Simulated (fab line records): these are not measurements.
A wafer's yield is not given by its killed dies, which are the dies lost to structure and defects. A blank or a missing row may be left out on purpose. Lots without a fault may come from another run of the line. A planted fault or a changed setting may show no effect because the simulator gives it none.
Which tool did it? :: flow sky130 :: 12 lots with 36 wafers sampled at 3 steps, on a route of 708 steps

## WHAT THE GAUGES SHOWED, per wafer
SKY_CAPM_THK_MEAS_04: measures by xrf. Usual: CAPM_TIN_THK typically reads 206.0 nm, with standard deviation 2.1.
lot: L752
measured: day 38 22:53
on: film-metro-03
CAPM_TIN_THK (nm): 204.8 206.5 203.4
flag: 

lot: L753
measured: day 39 00:59
on: film-metro-01
CAPM_TIN_THK (nm): 202.9 206.3 206.7
flag: 

lot: L756
measured: day 39 13:20
on: film-metro-04
CAPM_TIN_THK (nm): 203.8 204.6 203.0
flag: 

lot: L755
measured: day 39 17:01
on: film-metro-01
CAPM_TIN_THK (nm): 206.3 206.0 206.4
flag: 

lot: L757
measured: day 39 17:05
on: film-metro-04
CAPM_TIN_THK (nm): 202.5 205.0 203.9
flag: 

lot: L758
measured: day 39 18:04
on: film-metro-04
CAPM_TIN_THK (nm): 207.8 206.5 208.1
flag: 

lot: L766
measured: day 42 07:03
on: film-metro-03
CAPM_TIN_THK (nm): 205.4 204.1 206.1
flag: 

lot: L765
measured: day 42 07:31
on: film-metro-04
CAPM_TIN_THK (nm): 204.1 207.6 208.6
flag: 

lot: L768
measured: day 42 13:33
on: film-metro-01
CAPM_TIN_THK (nm): 204.2 207.4 206.4
flag: 

lot: L770
measured: day 42 21:36
on: film-metro-04
CAPM_TIN_THK (nm): 205.6 205.0 206.5
flag: 

lot: L769
measured: day 43 02:07
on: film-metro-04
CAPM_TIN_THK (nm): 208.2 206.6 207.0
flag: 

lot: L771
measured: day 43 06:49
on: film-metro-01
CAPM_TIN_THK (nm): 205.0 206.3 204.7
flag: 

SKY_VIA4_RS_MEAS_19: a four-point-probe measurement. Usual: VIA4_W_RS typically reads 0.2252 ohm/sq, with standard deviation 0.0019.
lot: L752
measured: day 45 01:30
on: film-metro-04
VIA4_W_RS (ohm/sq): 0.2265 0.2279 0.2252
flag: 

lot: L753
measured: day 45 03:39
on: film-metro-04
VIA4_W_RS (ohm/sq): 0.2249 0.2253 0.2221
flag: 

lot: L756
measured: day 45 16:46
on: film-metro-04
VIA4_W_RS (ohm/sq): 0.2266 0.2226 0.2259
flag: 

lot: L755
measured: day 45 20:02
on: film-metro-03
VIA4_W_RS (ohm/sq): 0.2243 0.2251 0.2246
flag: 

lot: L757
measured: day 45 20:01
on: film-metro-02
VIA4_W_RS (ohm/sq): 0.2249 0.2246 0.2232
flag: 

lot: L758
measured: day 45 21:11
on: film-metro-02
VIA4_W_RS (ohm/sq): 0.2278 0.2251 0.2269
flag: 

lot: L766
measured: day 47 20:55
on: film-metro-04
VIA4_W_RS (ohm/sq): 0.2275 0.2262 0.2258
flag: 

lot: L765
measured: day 47 22:23
on: film-metro-03
VIA4_W_RS (ohm/sq): 0.2246 0.2232 0.2260
flag: 

lot: L768
measured: day 48 03:24
on: film-metro-02
VIA4_W_RS (ohm/sq): 0.2273 0.2270 0.2262
flag: 

lot: L770
measured: day 48 13:29
on: film-metro-03
VIA4_W_RS (ohm/sq): 0.2285 0.2259 0.2248
flag: 

lot: L769
measured: day 48 15:18
on: film-metro-03
VIA4_W_RS (ohm/sq): 0.2258 0.2265 0.2242
flag: 

lot: L771
measured: day 48 19:25
on: film-metro-02
VIA4_W_RS (ohm/sq): 0.2234 0.2245 0.2250
flag: 

## TOOL THAT RAN EACH LOT (tool first, then ch and the chambers of the sampled wafers, then the start)
lot: L752
SKY_METAL3_SPUTTER_00: pvd-sputter-02, day 38 22:25

lot: L753
SKY_METAL3_SPUTTER_00: pvd-sputter-01, day 39 00:31

lot: L756
SKY_METAL3_SPUTTER_00: pvd-sputter-01, day 39 12:52

lot: L755
SKY_METAL3_SPUTTER_00: pvd-sputter-04, day 39 16:33

lot: L757
SKY_METAL3_SPUTTER_00: pvd-sputter-01, day 39 16:38

lot: L758
SKY_METAL3_SPUTTER_00: pvd-sputter-01, day 39 17:36

lot: L766
SKY_METAL3_SPUTTER_00: pvd-sputter-04, day 42 06:32

lot: L765
SKY_METAL3_SPUTTER_00: pvd-sputter-02, day 42 07:03

lot: L768
SKY_METAL3_SPUTTER_00: pvd-sputter-04, day 42 13:05

lot: L770
SKY_METAL3_SPUTTER_00: pvd-sputter-01, day 42 21:07

lot: L769
SKY_METAL3_SPUTTER_00: pvd-sputter-04, day 43 01:38

lot: L771
SKY_METAL3_SPUTTER_00: pvd-sputter-01, day 43 06:20
- SKY_METAL3_SPUTTER_00: material Ti, target thk 15 nm, time 10 s.

## AS READ BY THE TOOLS THEMSELVES (means over the sampled wafers that have a number; for cases with no such wafer, the mark the record gives instead)
SKY_METAL3_SPUTTER_00. Usual: throttle-valve-pct 29.9 %, standard deviation 0.88.
lot: L752
tool: pvd-sputter-02
throttle-valve-pct (%): 29.7
flag: 

lot: L753
tool: pvd-sputter-01
throttle-valve-pct (%): 30.1
flag: 

lot: L756
tool: pvd-sputter-01
throttle-valve-pct (%): 29.4
flag: 

lot: L755
tool: pvd-sputter-04
throttle-valve-pct (%): 30.4
flag: 

lot: L757
tool: pvd-sputter-01
throttle-valve-pct (%): 29.2
flag: 

lot: L758
tool: pvd-sputter-01
throttle-valve-pct (%): 29.1
flag: 

lot: L766
tool: pvd-sputter-04
throttle-valve-pct (%): 30.0
flag: 

lot: L765
tool: pvd-sputter-02
throttle-valve-pct (%): 29.1
flag: 

lot: L768
tool: pvd-sputter-04
throttle-valve-pct (%): 30.0
flag: 

lot: L770
tool: pvd-sputter-01
throttle-valve-pct (%): 30.2
flag: 

lot: L769
tool: pvd-sputter-04
throttle-valve-pct (%): 30.1
flag: 

lot: L771
tool: pvd-sputter-01
throttle-valve-pct (%): 30.7
flag: 

## THE ANSWER, worked out from the rows above alone
Rule: lot off if the mean of its wafers having a number is beyond 3 standard deviations from the usual mean. Also off: a lot with no number at a reading for which 4 or more lots have one. All remaining lots with rows at the step are treated as sound. After the gauges, taken in route order, come the tools' own readings; for these a lot's mean is taken, as printed above. At the first step where some lot is off, the reading lying furthest off is the one used; lots without a number count as furthest.
Nothing can be told from this: no lot is off at any reading shown.

## WHAT THE SIMULATOR PUT IN
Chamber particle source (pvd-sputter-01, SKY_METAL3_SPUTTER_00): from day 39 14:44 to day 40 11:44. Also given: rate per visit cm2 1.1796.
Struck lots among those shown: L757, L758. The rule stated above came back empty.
